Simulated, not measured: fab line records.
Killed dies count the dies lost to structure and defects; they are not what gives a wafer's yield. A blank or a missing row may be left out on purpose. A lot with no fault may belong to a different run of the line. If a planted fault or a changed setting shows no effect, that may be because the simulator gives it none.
Matching of chambers | flow gf180mcu | hdpcvd-02 running GF_STI_CVD_23: 3 sister chambers
The step deposits SiO2, target thk 650 nm, time 108.3 s. 16 wafers are shown with their chamber, then 8 later ones without.

EACH WAFER AND ITS CHAMBER
wafer  | chamber | pressure-mtorr (mTorr)
L300.1 | 1       | 6.003
L300.3 | 2       | 5.999
L300.6 | 1       | 6.003
L301.2 | 2       | 5.999
L301.4 | 1       | 5.992
L301.5 | 0       | 6.007
L303.2 | 2       | 6.011
L303.4 | 2       | 6.027
L303.5 | 0       | 6.018
L304.1 | 2       | 6.014
L304.3 | 1       | 5.998
L304.5 | 2       | 6.015
L305.3 | 2       | 5.994
L305.5 | 1       | 6.006
L305.6 | 0       | 5.997
L307.1 | 2       | 5.998

SIGNATURES (averages over the wafers above)
reading        | chamber 0 | chamber 1 | chamber 2 | scatter within a chamber
pressure-mtorr | 6.00733   | 6.00040   | 6.00713   | 0.0098
Rule: a wafer's distance from a chamber is the root of the sum, over the readings, of the square of ((its reading less the chamber's mean) divided by the reading's scatter). If the next closest chamber is less than 2 further off than the closest, the wafer can't be placed; otherwise it belongs to the closest. How the scatter is found: for the shown wafers, subtract from each reading the mean of its chamber, square and add these, divide the total by (wafers less chambers), then take the root.

WAFERS WITH NO CHAMBER GIVEN
wafer  | pressure-mtorr (mTorr)
L307.3 | 5.989
L307.5 | 5.990
L310.4 | 6.000
L311.1 | 6.008
L311.4 | 5.996
L311.6 | 5.993
L313.2 | 5.983
L313.3 | 5.995

WHICH CHAMBER EACH WENT THROUGH
wafer  | from the rows above          | in truth
L307.3 | can't be placed: 1 or 2 or 0 | 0
L307.5 | can't be placed: 1 or 2 or 0 | 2
L310.4 | can't be placed: 1 or 2 or 0 | 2
L311.1 | can't be placed: 0 or 2 or 1 | 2
L311.4 | can't be placed: 1 or 2 or 0 | 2
L311.6 | can't be placed: 1 or 2 or 0 | 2
L313.2 | can't be placed: 1 or 2 or 0 | 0
L313.3 | can't be placed: 1 or 2 or 0 | 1
Correct placement for 0 of the 8. Cannot be placed on the basis of these rows: 8; the candidates contain the true chamber in 8. Placed wrongly: 0.
